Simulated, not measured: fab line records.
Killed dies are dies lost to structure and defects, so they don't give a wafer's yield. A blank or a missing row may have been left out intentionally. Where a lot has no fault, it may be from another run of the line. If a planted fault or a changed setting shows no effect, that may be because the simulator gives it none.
fab line records	flow sky130
record: lots: 13	wafers: 39	last-day: 50
route steps=708 shown RES_PROTECT@214 POLY_GATE@231 LDD_P@265 LDD_HVN@276
lots untouched by any fault: they come from a run of this same line in which no faults occurred
start-h: hours from the record's opening day to when the first of the lot's shown wafers began	wait-h: hours elapsed since this lot's preceding step	" the same as in the row above	L1.1+2: several wafers, shown together as one row	- no value present, or no start provided	* or withheld: withheld	< > ~ a bound
route shown NAME@n: names a module that has steps shown in the file, with the first one's number in the route	usual: the fault-free wafers' mean and standard deviation	same: alike in all rows	chamber/n: place in a boat	sites: each site's reading	_std_site: standard deviation of those values	_edge_site: outer sites' mean less inner sites'	radius-mm: how far each site lies from the wafer's centre	mask NAME#n: copy n	behind: the last tool/chamber to shape the wafer	hold: reason for holding the lot/hours on hold/outcome of the hold	device: transistor that didn't switch, given as n, p or np	end of line: the same wafers' tests at the end of the route	a step without rows: its recipe alone	killed: dies that structure and defects cost at the first sort, which is not the same as the wafer's yield	map: dies across one wafer; x = killed, . = not, _ = none there
set.NAME: the setting as run; set.NAME@STEP: as run at that earlier step	model.NAME: the simulator's own value behind a step, which no gauge read
steps of the route over a sample of lots; a table a step, a row a wafer
services: from which hour (start-h, from the record's first day; less than 0 if before it) a tool's chamber was out of use, for how many hours, and why
== steps ==
step: SKY_RES_PROTECT_STRIP_07
recipe: chemistry: O2/N2	power-w: 1400	pressure-mtorr: 1500	platen-temp-c: withheld	o2-flow-sccm: 3000	n2-flow-sccm: 300	overash-fraction: 0.5
usual: drypump-motor-current-A: 5.7/0.56	oes-product-au: 0.517/0.0049	strip-time-to-endpoint-s: 23.29/0.041
lot.wafer	tool	chamber	start-h	wait-h	drypump-motor-current-A	oes-product-au	rf-hours-counter-h	strip-time-to-endpoint-s
L226.2	plasma-asher-01	1	335.15	0.1	5.3	0.506	22	23.32
L226.3	"	0	"	"	6.0	0.525	-	23.31
L226.5	"	1	"	"	5.3	0.520	-	23.29
L227.1	plasma-asher-02	1	347.65	0.1	5.7	0.510	66	23.26
L227.4	"	0	"	"	5.7	0.518	-	23.30
L227.5	"	0	"	"	5.7	0.513	-	23.32
L228.1	plasma-asher-01	1	370.87	0.1	5.3	0.519	26	23.36
L228.4	"	0	"	"	6.0	0.518	-	23.37
L228.6	"	1	"	"	5.3	0.524	-	23.35
L231.1	plasma-asher-01	0	398.37	0.1	6.0	0.525	29	23.32
L231.2	"	1	"	"	5.4	0.509	29	23.35
L231.6	"	1	"	"	5.3	0.519	-	23.31
L232.1	plasma-asher-02	1	398.97	0.1	5.7	0.508	71	23.26
L232.3	"	1	"	"	5.7	0.525	-	23.24
L232.4	"	0	"	"	5.6	0.518	-	23.26
L237.2	plasma-asher-04	1	435.80	0.1	5.0	0.512	58	23.33
L237.3	"	0	"	"	6.7	0.515	-	23.37
L237.5	"	1	"	"	5.0	0.521	-	23.35
L240.4	plasma-asher-01	0	453.96	0.1	6.0	0.521	-	23.23
L240.5	"	0	"	"	6.0	0.522	-	23.25
L240.6	"	1	"	"	5.3	0.514	-	23.28
L242.3	plasma-asher-01	0	469.23	0.1	6.0	0.522	-	23.32
L242.4	"	1	"	"	5.4	0.522	-	23.32
L242.6	"	1	"	"	5.3	0.515	-	23.34
L245.2	plasma-asher-01	0	510.82	0.1	6.0	0.520	41	23.26
L245.3	"	0	"	"	6.0	0.516	-	23.23
L245.6	"	1	"	"	5.3	0.513	-	23.25
L246.2	plasma-asher-02	0	515.47	0.1	5.6	0.514	9	23.32
L246.5	"	0	"	"	5.7	0.518	-	23.26
L246.6	"	1	"	"	5.7	0.518	-	23.30
L247.2	plasma-asher-02	0	517.62	0.1	5.7	0.516	9	23.23
L247.4	"	0	"	"	5.7	0.518	-	23.23
L247.6	"	1	"	"	5.7	0.519	-	23.24
L248.3	plasma-asher-04	0	518.70	0.1	6.7	0.528	-	23.30
L248.5	"	1	"	"	5.0	0.517	-	23.29
L248.6	"	0	"	"	6.7	0.521	-	23.39
L249.1	plasma-asher-04	1	521.17	0.1	5.0	0.518	66	23.29
L249.3	"	1	"	"	5.0	0.515	-	23.28
L249.5	"	0	"	"	6.7	0.523	-	23.30
step: SKY_POLY_GATE_ETCH_17
recipe: target-depth-nm: 180	stop-on: SiO2	over-etch-frac: 0.56667	chemistry: HBr/Cl2	target: poly-Si	icp-w: 400	bias-w: 100	pressure-mtorr: 10	HBr_flow_sccm: 150	Cl2_flow_sccm: 50	time-s: 70.5
usual: drypump-motor-current-A: 5.8/0.67	he-backside-leak-sccm: 2.66/0.28	oes-product-au: 0.984/0.01	throttle-valve-pct: 33.683/0.0088
lot.wafer	tool	chamber	start-h	wait-h	drypump-motor-current-A	he-backside-leak-sccm	oes-product-au	rf-hours-counter-h	throttle-valve-pct
L226.2	rie-si-02	2	362.51	0.0	4.9	2.69	0.993	68	33.696
L226.3	"	1	"	"	4.9	2.80	0.981	1	33.664
L226.5	"	1	"	"	4.9	2.67	0.989	-	33.677
L227.1	rie-si-02	2	377.96	0.0	4.9	2.66	0.984	68	33.691
L227.4	"	1	"	"	4.9	2.60	0.981	1	33.682
L227.5	"	0	"	"	6.3	3.09	0.985	-	33.685
L228.1	rie-si-02	3	403.36	0.0	6.2	2.38	0.958	69	33.690
L228.4	"	1	"	"	4.9	2.72	0.977	1	33.674
L228.6	"	0	"	"	6.2	3.06	0.987	-	33.694
L231.1	rie-si-02	0	431.41	0.0	6.2	3.05	0.986	6	33.673
L231.2	"	3	"	"	6.2	4.71	0.970	69	33.691
L231.6	"	0	"	"	6.2	3.01	0.984	-	33.702
L232.1	rie-si-02	0	432.40	0.0	6.2	2.92	0.988	6	33.693
L232.3	"	1	"	"	4.9	2.78	0.976	1	33.681
L232.4	"	3	"	"	6.3	2.42	0.966	69	33.680
L237.2	rie-si-01	2	468.71	0.0	5.6	2.62	0.988	6	33.689
L237.3	"	0	"	"	5.9	2.48	0.988	1	33.678
L237.5	"	3	"	"	6.0	2.32	0.996	-	33.697
L240.4	rie-si-01	1	485.76	0.0	6.8	2.46	0.994	12	33.677
L240.5	"	2	"	"	5.6	2.37	0.978	-	33.681
L240.6	"	1	"	"	6.8	2.40	0.991	-	33.674
L242.3	rie-si-02	3	500.60	0.0	6.2	2.34	0.989	0	33.685
L242.4	"	3	"	"	6.2	2.32	0.978	-	33.682
L242.6	"	1	"	"	4.9	2.83	0.975	-	33.684
L245.2	rie-si-01	3	542.86	0.0	6.0	2.36	0.994	43	33.691
L245.3	"	2	"	"	5.6	2.78	0.994	6	33.680
L245.6	"	1	"	"	6.8	2.51	1.002	-	33.692
L246.2	rie-si-02	0	548.56	0.0	6.2	2.93	0.979	7	33.678
L246.5	"	1	"	"	4.9	2.73	0.988	-	33.672
L246.6	"	0	"	"	6.2	2.92	0.986	-	33.671
L248.3	rie-si-01	1	550.87	0.0	6.8	2.60	0.991	12	33.672
L248.5	"	1	"	"	6.8	2.67	0.990	-	33.683
L248.6	"	0	"	"	5.8	2.51	1.003	-	33.682
L247.2	rie-si-02	1	551.10	0.0	4.9	2.84	0.984	2	33.698
L247.4	"	2	"	"	4.9	2.70	0.987	0	33.678
L247.6	"	0	"	"	6.3	2.99	0.983	-	33.688
L249.1	rie-si-01	2	553.60	0.0	5.6	2.81	0.986	6	33.685
L249.3	"	1	"	"	6.8	2.45	0.990	12	33.680
L249.5	"	0	"	"	5.9	2.67	0.992	-	33.676
step: SKY_LDD_P_STRIP_10
recipe: chemistry: O2/N2	power-w: 1400	pressure-mtorr: 1500	platen-temp-c: withheld	o2-flow-sccm: 3000	n2-flow-sccm: 300	overash-fraction: 0.5
usual: drypump-motor-current-A: 5.8/0.49	oes-product-au: 0.716/0.0046	strip-time-to-endpoint-s: 14.16/0.044
lot.wafer	tool	chamber	start-h	wait-h	drypump-motor-current-A	oes-product-au	rf-hours-counter-h	strip-time-to-endpoint-s
L226.2	plasma-asher-03	1	423.73	0.1	5.8	0.724	72	14.17
L226.3	"	0	"	"	6.1	0.725	-	14.14
L226.5	"	1	"	"	5.8	0.723	-	14.17
L227.1	plasma-asher-04	0	439.62	0.1	6.7	0.722	58	14.16
L227.4	"	1	"	"	5.0	0.714	-	14.15
L227.5	"	0	"	"	6.7	0.718	-	14.20
L228.1	plasma-asher-03	0	468.68	0.1	6.1	0.714	77	14.14
L228.4	"	1	"	"	5.8	0.722	-	14.19
L228.6	"	1	"	"	5.8	0.715	-	14.19
L231.1	plasma-asher-04	1	496.71	0.1	5.0	0.719	63	14.18
L231.2	"	0	"	"	6.7	0.713	63	14.19
L231.6	"	0	"	"	6.7	0.717	-	14.14
L232.1	plasma-asher-04	0	510.71	0.1	6.7	0.957	63	-
L232.3	"	0	"	"	6.7	0.949	-	-
L232.4	"	1	"	"	5.0	0.948	-	-
L237.2	plasma-asher-03	0	542.98	0.1	6.1	0.717	83	14.15
L237.3	"	0	"	"	6.1	0.722	-	14.12
L237.5	"	1	"	"	5.8	0.712	-	14.10
L240.4	plasma-asher-03	1	549.50	0.1	5.8	0.716	-	14.20
L240.5	"	1	"	"	5.8	0.718	-	14.19
L240.6	"	0	"	"	6.1	0.718	-	14.20
L242.3	plasma-asher-02	1	555.80	0.1	5.7	0.713	-	14.13
L242.4	"	0	"	"	5.6	0.719	-	14.09
L242.6	"	1	"	"	5.7	0.715	-	14.08
L245.2	plasma-asher-03	0	603.31	0.1	6.2	0.722	90	14.18
L245.3	"	1	"	"	5.8	0.714	-	14.22
L245.6	"	0	"	"	6.2	0.720	-	14.23
L246.2	plasma-asher-04	0	609.78	0.1	6.7	0.719	74	14.18
L246.5	"	0	"	"	6.7	0.716	-	14.12
L246.6	"	1	"	"	5.0	0.716	-	14.14
L248.3	plasma-asher-02	1	613.25	0.1	5.7	0.725	-	14.13
L248.5	"	0	"	"	5.7	0.713	-	14.13
L248.6	"	1	"	"	5.7	0.710	-	14.14
L247.2	plasma-asher-04	1	613.37	0.1	5.0	0.722	74	14.19
L247.4	"	0	"	"	6.7	0.717	-	14.19
L247.6	"	0	"	"	6.7	0.713	-	14.20
L249.1	plasma-asher-03	1	616.02	0.1	5.8	0.716	92	14.15
L249.3	"	0	"	"	6.1	0.722	-	14.21
L249.5	"	1	"	"	5.8	0.718	-	14.21
step: SKY_LDD_P_TW_MEAS_11
usual: LDD_P_TW: 632/3.6
lot.wafer	tool	chamber	start-h	wait-h	LDD_P_TW
L226.2	film-metro-02	-	423.84	0.1	633
L226.3	"	-	"	"	638
L226.5	"	-	"	"	635
L227.1	film-metro-03	-	439.72	0.1	625
L227.4	"	-	"	"	630
L227.5	"	-	"	"	627
L228.1	film-metro-03	-	468.78	0.1	630
L228.4	"	-	"	"	626
L228.6	"	-	"	"	625
L231.1	film-metro-02	-	496.81	0.1	634
L231.2	"	-	"	"	635
L231.6	"	-	"	"	634
L232.1	film-metro-03	-	510.81	0.1	633
L232.3	"	-	"	"	631
L232.4	"	-	"	"	633
L237.2	film-metro-01	-	543.09	0.1	631
L237.3	"	-	"	"	633
L237.5	"	-	"	"	639
L240.4	film-metro-03	-	549.60	0.1	631
L240.5	"	-	"	"	630
L240.6	"	-	"	"	632
L242.3	film-metro-03	-	555.89	0.1	623
L242.4	"	-	"	"	624
L242.6	"	-	"	"	627
L245.2	film-metro-02	-	603.42	0.1	637
L245.3	"	-	"	"	635
L245.6	"	-	"	"	642
L246.2	film-metro-03	-	609.89	0.1	631
L246.5	"	-	"	"	631
L246.6	"	-	"	"	631
L248.3	film-metro-01	-	613.34	0.1	631
L248.5	"	-	"	"	638
L248.6	"	-	"	"	634
L247.2	film-metro-02	-	613.48	0.1	638
L247.4	"	-	"	"	635
L247.6	"	-	"	"	639
L249.1	film-metro-01	-	616.12	0.1	630
L249.3	"	-	"	"	636
L249.5	"	-	"	"	632
step: SKY_LDD_HVN_STRIP_09
recipe: chemistry: O2/N2	power-w: 1400	pressure-mtorr: 1500	platen-temp-c: withheld	o2-flow-sccm: 3000	n2-flow-sccm: 300	overash-fraction: 0.5
usual: drypump-motor-current-A: 5.7/0.43	oes-product-au: 0.408/0.0043	strip-time-to-endpoint-s: 4.133/0.014
lot.wafer	tool	chamber	start-h	wait-h	drypump-motor-current-A	oes-product-au	rf-hours-counter-h	strip-time-to-endpoint-s
L226.2	plasma-asher-02	1	455.86	0.1	5.7	0.408	2	4.133
L226.3	"	1	"	"	5.7	0.410	-	4.125
L226.5	"	0	"	"	5.6	0.411	-	4.160
L227.1	plasma-asher-02	1	470.16	0.1	5.7	0.403	4	4.149
L227.4	"	0	"	"	5.6	0.410	-	4.152
L227.5	"	1	"	"	5.7	0.411	-	4.139
L228.1	plasma-asher-02	0	510.86	0.1	5.7	0.411	8	4.120
L228.4	"	1	"	"	5.7	0.405	-	4.130
L228.6	"	0	"	"	5.6	0.411	-	4.135
L231.1	plasma-asher-01	0	520.56	0.1	6.0	0.407	43	4.159
L231.2	"	1	"	"	5.3	0.410	43	4.128
L231.6	"	1	"	"	5.3	0.410	-	4.148
L232.1	plasma-asher-04	0	540.11	0.1	6.7	0.541	66	7.309
L232.3	"	1	"	"	5.0	0.534	-	7.315
L232.4	"	0	"	"	6.7	0.532	-	7.333
L237.2	plasma-asher-02	1	572.71	0.1	5.7	0.407	14	4.120
L237.3	"	0	"	"	5.6	0.403	-	4.123
L237.5	"	1	"	"	5.7	0.408	-	4.110
L240.4	plasma-asher-02	0	579.24	0.1	5.6	0.403	-	4.134
L240.5	"	1	"	"	5.7	0.410	-	4.139
L240.6	"	0	"	"	5.6	0.403	-	4.126
L242.3	plasma-asher-01	0	585.09	0.1	6.0	0.414	-	4.130
L242.4	"	1	"	"	5.3	0.412	-	4.130
L242.6	"	1	"	"	5.4	0.403	-	4.115
L245.2	plasma-asher-02	0	632.14	0.1	5.7	0.408	20	4.115
L245.3	"	0	"	"	5.7	0.404	-	4.128
L245.6	"	0	"	"	5.6	0.403	-	4.144
L246.2	plasma-asher-01	1	639.01	0.1	5.4	0.412	55	4.112
L246.5	"	1	"	"	5.4	0.407	-	4.134
L246.6	"	0	"	"	5.9	0.404	-	4.108
L248.3	plasma-asher-01	1	642.14	0.1	5.3	0.408	-	4.111
L248.5	"	0	"	"	6.0	0.405	-	4.145
L248.6	"	1	"	"	5.3	0.406	-	4.120
L247.2	plasma-asher-04	1	642.39	0.1	5.0	0.399	77	4.121
L247.4	"	1	"	"	5.0	0.404	-	4.113
L247.6	"	1	"	"	5.0	0.413	-	4.123
L249.1	plasma-asher-02	0	643.79	0.1	5.7	0.408	22	4.122
L249.3	"	0	"	"	5.6	0.410	-	4.161
L249.5	"	0	"	"	5.6	0.404	-	4.116
step: SKY_LDD_HVN_TW_MEAS_10
usual: LDD_HVN_TW: 1432/11
lot.wafer	tool	chamber	start-h	wait-h	LDD_HVN_TW
L226.2	film-metro-01	-	455.97	0.1	1419
L226.3	"	-	"	"	1418
L226.5	"	-	"	"	1436
L227.1	film-metro-03	-	470.26	0.1	1428
L227.4	"	-	"	"	1426
L227.5	"	-	"	"	1429
L228.1	film-metro-04	-	510.96	0.1	1443
L228.4	"	-	"	"	1443
L228.6	"	-	"	"	1440
L231.1	film-metro-03	-	520.66	0.1	1429
L231.2	"	-	"	"	1426
L231.6	"	-	"	"	1429
L232.1	film-metro-01	-	540.21	0.1	136
L232.3	"	-	"	"	135
L232.4	"	-	"	"	135
L237.2	film-metro-04	-	572.82	0.1	1446
L237.3	"	-	"	"	1452
L237.5	"	-	"	"	1438
L240.4	film-metro-04	-	579.34	0.1	1455
L240.5	"	-	"	"	1445
L240.6	"	-	"	"	1445
L242.3	film-metro-01	-	585.17	0.1	1440
L242.4	"	-	"	"	1435
L242.6	"	-	"	"	1441
L245.2	film-metro-03	-	632.25	0.1	1410
L245.3	"	-	"	"	1411
L245.6	"	-	"	"	1409
L246.2	film-metro-03	-	639.12	0.1	1410
L246.5	"	-	"	"	1417
L246.6	"	-	"	"	1412
L248.3	film-metro-01	-	642.22	0.1	1439
L248.5	"	-	"	"	1436
L248.6	"	-	"	"	1435
L247.2	film-metro-01	-	642.50	0.1	1438
L247.4	"	-	"	"	1433
L247.6	"	-	"	"	1445
L249.1	film-metro-03	-	643.89	0.1	1412
L249.3	"	-	"	"	1413
L249.5	"	-	"	"	1417
== services ==
tool	chamber	start-h	hours	kind
rie-si-01	1	337.64	7.6	repair
plasma-asher-03	-	339.92	1.3	repair
rie-si-01	2	341.10	4.4	repair
plasma-asher-04	-	351.18	33.7	pm
plasma-asher-01	-	357.12	2.0	repair
plasma-asher-01	-	365.28	0.6	repair
plasma-asher-02	-	376.96	10.0	repair
plasma-asher-04	-	384.89	2.8	pm
plasma-asher-03	-	387.40	5.2	repair
plasma-asher-04	-	399.54	3.2	repair
plasma-asher-04	-	418.83	3.3	repair
plasma-asher-02	-	421.25	9.0	pm
rie-si-02	-	463.22	0.3	repair
plasma-asher-03	-	464.08	0.7	repair
plasma-asher-04	-	467.01	15.6	pm
rie-si-02	2	475.87	10.0	repair
plasma-asher-01	-	486.39	2.0	repair
rie-si-02	-	505.95	1.4	repair
plasma-asher-02	-	528.69	2.5	repair
plasma-asher-02	-	542.97	0.3	repair
plasma-asher-04	-	552.31	5.8	repair
rie-si-02	-	578.89	0.5	repair
rie-si-02	2	585.40	3.2	repair
plasma-asher-03	-	636.09	7.9	repair
== key ==
first-sign: step: SKY_LDD_P_STRIP_10	reading: oes-product-au	direction: up	sigmas: 52	usual: 0.716	struck: 0.951
effect: step: SKY_LDD_HVN_STRIP_09	reading: strip-time-to-endpoint-s	direction: up	sigmas: 99+	usual: *	struck: *
effect: step: SKY_LDD_HVN_TW_MEAS_10	reading: LDD_HVN_TW	direction: down	sigmas: 99+	usual: 1432	struck: 135
met-at SKY_LDD_P_STRIP_10
struck-lots L232
sort-left-out L232.1,L232.3,L232.4
tester-left-out L232
not-acting-at SKY_RES_PROTECT_STRIP_07,SKY_POLY_GATE_ETCH_17,SKY_LDD_P_TW_MEAS_11
onset-between 496.71 510.71
fault: kind: strip-aborted	tool: plasma-asher-04	chamber: -	onset-h: 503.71	steps: SKY_LDD_P_STRIP_10	offset: 0.47084	end-h: 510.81
tester-left-out: of these lots the tester's yield and bins aren't shown, on N5 and GAA mostly nor the transistor test; their killed dies are dies lost to structure and defects alone, not to doping, threshold or leakage, so they don't give the yield
sort-left-out: the simulated sort isn't trusted on such a fault, so these wafers' sort isn't shown, and their yield isn't known
